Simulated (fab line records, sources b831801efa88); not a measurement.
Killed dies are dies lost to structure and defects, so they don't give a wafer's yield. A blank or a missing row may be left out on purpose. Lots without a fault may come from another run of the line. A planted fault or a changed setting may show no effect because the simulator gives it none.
fab line records | flow sky130
record lots=10 wafers=30 last_day=50
route steps=708 shown VT_ADJUST_LVTN@117 SONOS_ONO@182 POLY_GATE@204 LOCAL_INTERCONNECT@399
lots that met no fault: from a run of the same line without faults
start_h: hours from the record's first day to the start of the lot's first wafer shown | wait_h: hours since the lot's step before | " the same as in the row above | L1.1+2: a row that stands for several wafers | - no value, or no start given | * or withheld: withheld | < > ~ a bound
route shown NAME@n: a module of which the file shows steps, and the number in the route of the first | usual: mean/standard deviation of fault-free wafers | same: alike in all rows | chamber/n: place in a boat | sites: the reading at each site | _std_site: their standard deviation | _edge_site: outer sites' mean less inner sites' | radius_mm: how far each site lies from the wafer's centre | mask NAME#n: copy n | behind: the tool/chamber that last shaped the wafer | hold: why the lot was held/for how many hours/how that ended | device: the transistor (n, p or np) that didn't switch | end of line: the same wafers' tests at the end of the route | a step without rows: its recipe alone | killed: dies lost to structure and defects at the first sort, not the wafer's yield | map: a wafer's dies, x killed, . not, _ none there
set.NAME: the setting as run; set.NAME@STEP: as run at that earlier step | model.NAME: the simulator's own value behind a step, which no gauge read
steps of the route over a sample of lots; a table a step, a row a wafer
services: from which hour (start_h, from the record's first day; less than 0 if before it) a tool's chamber was out of use, for how many hours, and why
## steps
# step SKY_VT_ADJUST_LVTN_STRIP_20
# recipe chemistry=O2/N2 power_w=1400 pressure_mtorr=1500 platen_temp_c=withheld o2_flow_sccm=3000 n2_flow_sccm=300 overash_fraction=0.5
# usual drypump_motor_current_A=5.7/0.33 oes_product_au=0.716/0.0046 strip_time_to_endpoint_s=14.20/0.042
# columns lot.wafer tool chamber start_h wait_h drypump_motor_current_A oes_product_au rf_hours_counter_h strip_time_to_endpoint_s
L809.1 plasma_asher-01 0 167.84 0.2 5.9 0.723 4 14.28
L809.2 " 1 " " 5.8 0.714 4 14.28
L809.3 " 1 " " 5.8 0.714 - 14.28
L812.1 plasma_asher-01 1 184.79 0.1 5.8 0.721 5 14.24
L812.4 " 1 " " 5.8 0.719 - 14.18
L812.5 " 1 " " 5.8 0.715 - 14.24
L814.1 plasma_asher-03 0 198.18 0.1 6.0 0.720 52 14.23
L814.3 " 1 " " 5.8 0.720 - 14.16
L814.4 " 0 " " 6.0 0.714 - 14.20
L818.1 plasma_asher-04 0 221.35 0.1 5.7 0.714 55 14.27
L818.2 " 1 " " 5.0 0.712 55 14.25
L818.4 " 1 " " 5.0 0.721 - 14.28
L819.2 plasma_asher-04 0 232.01 0.1 5.8 0.717 56 14.15
L819.3 " 0 " " 5.7 0.722 - 14.15
L819.4 " 1 " " 5.0 0.706 - 14.16
L826.1 plasma_asher-03 1 277.93 0.1 5.8 0.713 60 14.24
L826.3 " 1 " " 5.8 0.720 - 14.23
L826.4 " 0 " " 6.0 0.716 - 14.27
L827.1 plasma_asher-03 0 286.59 0.1 6.0 0.709 61 14.21
L827.2 " 1 " " 5.9 0.713 61 14.23
L827.6 " 1 " " 5.9 0.715 - 14.18
L829.2 plasma_asher-04 1 298.06 0.1 5.0 0.711 62 14.22
L829.4 " 1 " " 5.0 0.712 - 14.18
L829.5 " 0 " " 5.7 0.716 - 14.18
L831.2 plasma_asher-03 1 311.14 0.1 5.8 0.713 62 14.17
L831.3 " 0 " " 6.0 0.718 - 14.12
L831.4 " 1 " " 5.8 0.725 - 14.17
L832.2 plasma_asher-04 1 319.64 0.1 5.1 0.716 65 14.18
L832.4 " 0 " " 5.7 0.725 - 14.21
L832.6 " 1 " " 5.0 0.713 - 14.17
# step SKY_SONOS_ONO_OVL_MEAS_14
# usual SONOS_ONO_OVL=-0.4/1.3
# columns lot.wafer tool chamber start_h wait_h SONOS_ONO_OVL[nm]
L809.1 overlay-02 - 289.44 0.1 0.7
L809.2 " - " " 0.3
L809.3 " - " " -0.8
L812.1 overlay-02 - 310.92 0.1 -2.5
L812.4 " - " " -0.1
L812.5 " - " " -0.3
L814.1 overlay-02 - 324.40 0.1 -1.8
L814.3 " - " " 0.4
L814.4 " - " " -2.0
L818.1 overlay-02 - 352.47 0.1 -3.1
L818.2 " - " " 0.1
L818.4 " - " " -0.6
L819.2 overlay-01 - 368.12 0.1 0.8
L819.3 " - " " 0.1
L819.4 " - " " -0.4
L826.1 overlay-01 - 421.17 0.1 0.1
L826.3 " - " " -1.1
L826.4 " - " " 0.9
L827.1 overlay-01 - 432.67 0.1 0.3
L827.2 " - " " 0.7
L827.6 " - " " -0.9
L829.2 overlay-02 - 448.22 0.1 0.2
L829.4 " - " " 0.1
L829.5 " - " " -3.7
L831.2 overlay-02 - 465.35 0.1 -1.4
L831.3 " - " " 0.1
L831.4 " - " " 0.0
L832.2 overlay-01 - 471.20 0.1 2.0
L832.4 " - " " -0.4
L832.6 " - " " 0.2
# step SKY_POLY_GATE_CVD_00
# recipe material=poly-Si target_thk_nm=180 temp_c=620 time_s=720 pressure_mtorr=200
# usual pressure_mtorr=199.9/0.34 spike_tc_centre_C=620.9/1.1 spike_tc_lower_C=620.7/1.1 spike_tc_top_C=639.7/1.5 spike_tc_upper_C=620.0/0.93 susceptor_temp_C=620.0/0.32 zone_power_centre_pct=9.18/0.23 zone_power_lower_pct=8.4/0.69 zone_power_upper_pct=9.3/0.41
# columns lot.wafer tool chamber start_h wait_h pressure_mtorr spike_tc_centre_C spike_tc_lower_C spike_tc_top_C spike_tc_upper_C susceptor_temp_C zone_power_centre_pct zone_power_lower_pct zone_power_upper_pct
L809.1 lpcvd-01 0 320.40 0.0 199.9 621.3 620.3 638.8 620.0 619.9 9.00 9.2 9.1
L809.2 " 0 " " 199.7 619.9 621.7 639.1 618.7 620.2 8.89 9.1 8.9
L809.3 " 0 " " 199.7 620.5 622.0 639.6 621.4 620.1 8.99 9.1 8.9
L812.1 lpcvd-01 1 343.47 0.0 199.8 621.7 620.4 641.8 620.6 619.7 9.37 7.7 9.7
L812.4 " 1 " " 199.8 619.2 619.8 641.0 619.2 619.7 9.51 7.8 9.7
L812.5 " 1 " " 199.4 620.8 618.5 639.6 619.3 619.7 9.21 7.8 9.6
L814.1 lpcvd-01 0 356.28 0.0 200.0 621.0 622.5 640.7 620.6 620.1 9.03 9.2 8.8
L814.3 " 0 " " 200.4 620.1 620.7 638.7 618.6 619.8 9.08 9.2 9.0
L814.4 " 0 " " 199.7 620.5 621.6 640.3 620.3 620.0 9.04 9.2 8.8
L818.1 lpcvd-01 0 386.49 0.0 200.5 598.1 624.4 638.9 621.5 619.9 5.03 11.2 11.2
L818.2 " 0 " " 200.2 597.1 624.6 638.4 625.1 620.2 4.99 11.2 11.2
L818.4 " 0 " " 200.3 597.9 624.7 637.0 621.5 620.0 5.02 11.1 10.8
L819.2 lpcvd-01 0 404.18 0.0 200.1 597.6 623.5 636.3 623.3 619.7 5.09 11.2 11.0
L819.3 " 0 " " 199.7 598.0 624.8 638.2 623.7 620.3 5.04 11.3 11.1
L819.4 " 0 " " 199.6 598.5 625.0 637.8 624.8 620.1 4.91 11.2 10.9
L826.1 lpcvd-01 0 458.16 0.0 199.7 617.9 622.2 637.4 619.5 620.1 9.13 8.9 8.8
L826.3 " 0 " " 200.1 622.1 621.6 637.8 620.5 619.5 9.01 9.1 8.9
L826.4 " 0 " " 199.6 619.3 621.5 637.8 621.0 619.6 9.04 9.3 8.6
L827.1 lpcvd-01 0 469.94 0.0 199.8 620.0 619.7 639.2 619.8 620.4 8.86 9.2 8.9
L827.2 " 0 " " 199.8 621.6 620.9 638.3 620.5 620.6 8.95 9.1 8.9
L827.6 " 0 " " 199.7 619.0 621.9 638.9 620.8 620.3 8.89 9.1 9.1
L829.2 lpcvd-01 0 482.34 0.0 200.1 620.0 620.8 640.0 619.9 620.4 8.87 9.2 8.9
L829.4 " 0 " " 200.4 622.2 621.1 637.6 619.7 620.1 8.93 9.2 8.9
L829.5 " 0 " " 199.4 619.4 620.8 638.6 619.6 620.3 9.07 9.1 9.0
L831.2 lpcvd-01 0 500.33 0.0 200.0 620.5 622.5 639.5 621.4 620.3 9.07 9.0 9.0
L831.3 " 0 " " 200.1 621.4 620.7 639.3 620.5 620.6 8.92 9.1 9.0
L831.4 " 0 " " 199.7 621.1 620.8 638.8 619.4 620.2 9.11 9.1 8.8
L832.2 lpcvd-01 0 506.13 0.0 200.1 619.3 621.8 638.8 619.7 619.6 8.92 9.0 9.0
L832.4 " 0 " " 200.2 620.3 621.7 639.6 620.6 619.8 8.86 8.9 8.8
L832.6 " 0 " " 199.9 622.1 621.2 637.0 617.4 619.8 9.01 9.1 8.7
# step SKY_POLY_GATE_THK_MEAS_01
# recipe reads=poly-Si_of_POLY_GATE_CVD_00
# usual POLY_GATE_CVD_00_THK=179.4/1.4
# columns lot.wafer tool chamber start_h wait_h POLY_GATE_CVD_00_THK[nm]
L809.1 film_metro-04 - 321.60 0.0 177.3
L809.2 " - " " 178.5
L809.3 " - " " 177.3
L812.1 film_metro-04 - 344.67 0.0 180.7
L812.4 " - " " 182.7
L812.5 " - " " 181.2
L814.1 film_metro-03 - 357.48 0.0 179.7
L814.3 " - " " 180.3
L814.4 " - " " 179.5
L818.1 film_metro-04 - 387.69 0.0 173.1
L818.2 " - " " 170.4
L818.4 " - " " 160.7
L819.2 film_metro-01 - 405.39 0.0 157.6
L819.3 " - " " 164.0
L819.4 " - " " 167.8
L826.1 film_metro-03 - 459.36 0.0 179.5
L826.3 " - " " 179.8
L826.4 " - " " 179.8
L827.1 film_metro-01 - 471.14 0.0 178.4
L827.2 " - " " 180.3
L827.6 " - " " 178.8
L829.2 film_metro-01 - 483.55 0.0 179.4
L829.4 " - " " 180.2
L829.5 " - " " 179.2
L831.2 film_metro-01 - 501.54 0.0 176.4
L831.3 " - " " 178.6
L831.4 " - " " 177.2
L832.2 film_metro-03 - 507.34 0.0 179.4
L832.4 " - " " 178.7
L832.6 " - " " 179.8
# step SKY_POLY_GATE_ETCH_17
# recipe target_depth_nm=180 stop_on=SiO2 over_etch_frac=0.56667 chemistry=HBr/Cl2 target=poly-Si icp_w=400 bias_w=100 pressure_mtorr=10 HBr_flow_sccm=150 Cl2_flow_sccm=50 time_s=70.5
# usual drypump_motor_current_A=5.7/0.49 oes_product_au=0.984/0.0079 throttle_valve_pct=33.684/0.0087
# columns lot.wafer tool chamber start_h wait_h drypump_motor_current_A oes_product_au rf_hours_counter_h throttle_valve_pct
L809.1 rie_si-02 0 380.44 0.0 5.4 0.991 29 33.692
L809.2 " 3 " " 6.1 0.986 56 33.692
L809.3 " 1 " " 6.1 0.990 6 33.679
L812.1 rie_si-02 1 403.08 0.0 6.1 1.001 6 33.692
L812.4 " 2 " " 5.6 0.993 1 33.687
L812.5 " 0 " " 5.4 0.999 - 33.685
L814.1 rie_si-01 0 418.16 0.0 6.0 0.989 2 33.673
L814.3 " 2 " " 6.1 0.985 6 33.669
L814.4 " 1 " " 5.7 0.976 6 33.682
L818.1 rie_si-01 2 451.08 0.0 6.2 0.963 6 33.684
L818.2 " 0 " " 6.0 0.947 2 33.678
L818.4 " 1 " " 5.7 0.920 6 33.693
L819.2 rie_si-02 3 468.24 0.0 6.1 0.907 57 33.694
L819.3 " 2 " " 5.7 0.930 2 33.682
L819.4 " 1 " " 6.0 0.950 7 33.679
L826.1 rie_si-01 0 523.09 0.0 6.0 0.984 2 33.681
L826.3 " 1 " " 5.7 0.977 6 33.684
L826.4 " 2 " " 6.2 0.995 7 33.686
L827.1 rie_si-02 1 535.09 0.0 6.1 0.983 7 33.695
L827.2 " 2 " " 5.7 0.986 2 33.680
L827.6 " 1 " " 6.1 0.980 - 33.686
L829.2 rie_si-02 2 546.93 0.0 5.7 0.991 2 33.688
L829.4 " 0 " " 5.4 0.999 30 33.694
L829.5 " 2 " " 5.7 0.996 - 33.683
L831.2 rie_si-02 3 563.74 0.0 6.1 0.976 0 33.681
L831.3 " 1 " " 6.1 0.976 7 33.677
L831.4 " 2 " " 5.7 0.984 2 33.683
L832.2 rie_si-01 0 570.41 0.0 6.0 0.965 3 33.685
L832.4 " 2 " " 6.2 0.985 7 33.691
L832.6 " 1 " " 5.7 0.982 - 33.690
# step SKY_LOCAL_INTERCONNECT_OVL_MEAS_12
# usual LOCAL_INTERCONNECT_OVL=4/6.1
# columns lot.wafer tool chamber start_h wait_h LOCAL_INTERCONNECT_OVL[nm]
L809.1 overlay-01 - 712.34 0.1 3
L809.2 " - " " 4
L809.3 " - " " 1
L812.1 overlay-02 - 737.63 0.1 -3
L812.4 " - " " 0
L812.5 " - " " -13
L814.1 overlay-01 - 750.48 0.1 3
L814.3 " - " " 6
L814.4 " - " " -6
L818.1 overlay-01 - 776.73 0.1 7
L818.2 " - " " -3
L818.4 " - " " 7
L819.2 overlay-02 - 795.58 0.1 -3
L819.3 " - " " -1
L819.4 " - " " -2
L826.1 overlay-01 - 841.17 0.1 4
L826.3 " - " " 6
L826.4 " - " " -1
L827.1 overlay-01 - 853.08 0.1 6
L827.2 " - " " 5
L827.6 " - " " 7
L829.2 overlay-02 - 858.23 0.1 9
L829.4 " - " " 14
L829.5 " - " " 13
L831.2 overlay-01 - 875.23 0.1 11
L831.3 " - " " 16
L831.4 " - " " 7
L832.2 overlay-02 - 884.75 0.1 12
L832.4 " - " " 10
L832.6 " - " " 17
## services
# columns tool chamber start_h hours kind
rie_si-02 - 151.69 2.8 pm
lpcvd-01 - 169.55 0.7 repair
plasma_asher-04 - 176.56 2.9 repair
rie_si-02 - 210.83 0.8 repair
plasma_asher-04 - 224.98 0.9 repair
rie_si-01 - 230.17 1.9 repair
plasma_asher-03 - 295.31 8.8 repair
rie_si-02 0 304.80 5.8 repair
rie_si-01 0 306.82 8.3 repair
rie_si-01 1 315.74 3.0 repair
rie_si-02 0 342.50 4.7 repair
rie_si-02 - 343.19 0.3 repair
rie_si-02 2 370.46 6.2 repair
plasma_asher-04 - 376.93 2.8 pm
rie_si-02 2 378.73 21.0 repair
rie_si-01 3 391.84 3.4 repair
rie_si-02 - 393.68 4.8 repair
lpcvd-01 - 403.55 0.5 repair
plasma_asher-04 - 421.25 9.0 pm
lpcvd-01 - 422.45 0.9 repair
lpcvd-01 - 443.87 1.0 repair
rie_si-02 1 462.07 3.4 repair
plasma_asher-03 - 463.42 3.6 repair
plasma_asher-03 - 485.36 4.7 repair
## key
first_sign step=SKY_POLY_GATE_CVD_00 reading=spike_tc_centre_C direction=down sigmas=21 usual=620.9 struck=597.9
effect step=SKY_POLY_GATE_CVD_00 reading=zone_power_centre_pct direction=down sigmas=18 usual=9.18 struck=5.01
effect step=SKY_POLY_GATE_THK_MEAS_01 reading=POLY_GATE_CVD_00_THK direction=down sigmas=9.9 usual=179.4 struck=165.6
effect step=SKY_POLY_GATE_ETCH_17 reading=oes_product_au direction=down sigmas=6.1 usual=0.984 struck=0.936
met_at SKY_POLY_GATE_CVD_00
struck_lots L818,L819
tester_left_out L818,L819
not_acting_at SKY_VT_ADJUST_LVTN_STRIP_20,SKY_SONOS_ONO_OVL_MEAS_14,SKY_LOCAL_INTERCONNECT_OVL_MEAS_12
onset_between 356.28 386.49
fault kind=process_parameter_drift tool=lpcvd-01 chamber=- onset_h=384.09 steps=SKY_POLY_GATE_CVD_00 channel=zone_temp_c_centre offset=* shape=step end_h=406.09
# tester_left_out: of these lots the tester's yield and bins aren't shown, on N5 and GAA mostly nor the transistor test; their killed dies are dies lost to structure and defects alone, not to doping, threshold or leakage, so they don't give the yield
